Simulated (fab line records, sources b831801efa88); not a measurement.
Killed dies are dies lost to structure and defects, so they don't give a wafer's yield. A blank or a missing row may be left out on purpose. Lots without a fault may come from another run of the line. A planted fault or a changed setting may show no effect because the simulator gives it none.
A struck lot beside a sound one | flow sky130 | 15 steps out of a route of 708
Sound: wafers L228.3, L228.4, L228.5. Struck: wafers L235.2, L235.5, L235.6. The cause comes at the end.
At each step with rows: each side's tool, then ch and its chambers, then its first start. Under that, the readings that differ: sound wafers | struck wafers | difference of the means | sigmas: that difference in standard deviations of wafers without a fault.
alike: readings whose means differ by less than 2 such deviations, and words and numbers that are the same on both sides. not compared: withheld readings, readings that some wafer has no value for, bounds like >300 that may hide the same value, and numbers for which the record gives no deviation and whose values overlap.
The two part at a step that has a row with sigmas, a row that says differs or no value, or rows on one side only. Numbers that don't overlap but have no deviation are shown without sigmas and don't part them. A reading that every wafer of one side lacks parts them only if that side has two wafers or more.

first, 4 steps without rows for these wafers: SKY_VIA4_STRIP_13 (strips in O2/N2); SKY_VIA4_STRIP_14 (strips in post etch residue remover, time 1200 s); SKY_VIA4_CLEAN_15 (cleans in IPA, time 180 s); SKY_VIA4_CLEAN_16 (cleans in O3/DIW).
SKY_VIA4_SPUTTER_17: material TiN, target thk 20 nm, time 77.03 s.
  sound on pvd_sputter-04, day 43 10:11; struck on pvd_sputter-02, day 45 08:58
  alike: cathode_dc_power_W, chamber_pressure_pa, throttle_valve_pct
then, 1 step without rows for these wafers: SKY_VIA4_CVD_18 (deposits W, target thk 505 nm, time 152.14 s).
SKY_VIA4_RS_MEAS_19: measures by four-point-probe.
  sound on film_metro-01, day 43 10:35; struck on film_metro-04, day 45 09:12
  alike: VIA4_W_RS
SKY_VIA4_THK_MEAS_20: measures by xrf.
  sound on film_metro-01, day 43 10:41; struck on film_metro-04, day 45 09:19
  alike: VIA4_W_THK
SKY_VIA4_CMP_21: polishes, stops on SiO2, t overpolish 25 s, target thk 0 nm.
  sound on cmp-02 ch 0,2,3, day 43 10:43; struck on cmp-02 ch 0,3, day 45 09:25
  alike: motor_current_A, overpolish_run_s, platen_rpm, time_to_endpoint_s
SKY_METAL5_SPUTTER_00: material Ti, target thk 15 nm, time 10 s.
  sound on pvd_sputter-03, day 43 11:01; struck on pvd_sputter-03, day 45 09:40
  alike: cathode_dc_power_W, chamber_pressure_pa, throttle_valve_pct
SKY_METAL5_SPUTTER_01: material TiN, target thk 20 nm, time 16.7 s.
  sound on pvd_sputter-03, day 43 11:02; struck on pvd_sputter-03, day 45 09:41
  alike: cathode_dc_power_W, chamber_pressure_pa, throttle_valve_pct
SKY_METAL5_SPUTTER_02: material AlCu, target thk 1150 nm, time 61.2 s.
  sound on pvd_sputter-03, day 43 11:04; struck on pvd_sputter-03, day 45 09:43
  alike: cathode_dc_power_W, chamber_pressure_pa, throttle_valve_pct
SKY_METAL5_SPUTTER_03: material Ti, target thk 5 nm, time 3.3 s.
  sound on pvd_sputter-03, day 43 11:07; struck on pvd_sputter-03, day 45 09:46
  no value came back on the struck wafers for cathode_dc_power_W (W), chamber_pressure_pa (Pa), throttle_valve_pct (%); on the sound wafers cathode_dc_power_W (W) reads 3000.6 2999.3 2999.7
then, 1 step without rows for these wafers: SKY_METAL5_SPUTTER_04 (material TiN, target thk 70 nm, time 58.3 s).
-- the record jumps here: 3 days lie between the struck wafers' starts before and after (it left off in module METAL5 and takes up again in module PAD_OPEN, whose first step shown is number 708 of the route) --
SKY_PAD_OPEN_PROBE_99:
  sound on prober-02, day 46 08:15; struck on prober-01, day 48 02:55
  alike: defect_limited_yield, killed_at_M0_to_M3, killed_at_M4_up, killed_at_contacts, killed_at_front_end, killed_at_other, killed_dies, killed_open, killed_short, sort_bin_3_pad_short, sort_bin_5_function, sort_bin_6_memory, sort_n_pass, sort_yield_pct

WHERE THEY PART
Only at SKY_METAL5_SPUTTER_03, within this record. Later steps at which nothing parts them and some readings are alike: SKY_PAD_OPEN_PROBE_99.

WHY: what the simulator had put in
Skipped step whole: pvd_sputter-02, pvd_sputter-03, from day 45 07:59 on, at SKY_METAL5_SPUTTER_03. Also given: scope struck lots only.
